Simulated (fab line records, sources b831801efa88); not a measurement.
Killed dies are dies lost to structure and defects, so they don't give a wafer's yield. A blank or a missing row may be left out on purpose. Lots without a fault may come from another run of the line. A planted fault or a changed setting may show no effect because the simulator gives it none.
Which tool did it? | flow gf180mcu | 7 lots, 21 wafers sampled, at 1 step of a route of 602

WHAT THE GAUGES READ, wafer by wafer
GF_V2_BOW_MEAS_05.
lot  | measured     | on            | V2_BOW (um)
L381 | day 20 03:43 | film_metro-02 | 91 99 87
L384 | day 21 03:41 | film_metro-01 | 112 106 105
L386 | day 22 07:59 | film_metro-02 | 112 116 105
L391 | day 23 21:13 | film_metro-02 | 122 117 108
L394 | day 24 15:26 | film_metro-03 | 99 91 103
L400 | day 26 10:04 | film_metro-02 | 93 95 91
L402 | day 27 02:25 | film_metro-03 | 99 110 92

WHICH TOOL RAN EACH LOT (tool, then ch and the chambers of the sampled wafers, then the start)
The record holds no process step before these readings.

THE ANSWER, worked out from the rows above alone
Rule: what is usual is taken from the lots themselves. Put in order of their means at a reading, lots are off if they are a third of the lots or fewer, leave a main group of 4 or more, and stand apart from it by a gap of 3 or more times the standard deviation of the main group's means; of several such gaps the widest counts. A main group whose means are all the same, to the digits that the tables above print for the reading, isn't used. A lot without any number at a reading at which 4 lots or more have one is off too. The other lots that the step has rows for count as sound.
No lot is off at any reading shown: from this, nothing can be told.

WHAT THE SIMULATOR HAD PUT IN
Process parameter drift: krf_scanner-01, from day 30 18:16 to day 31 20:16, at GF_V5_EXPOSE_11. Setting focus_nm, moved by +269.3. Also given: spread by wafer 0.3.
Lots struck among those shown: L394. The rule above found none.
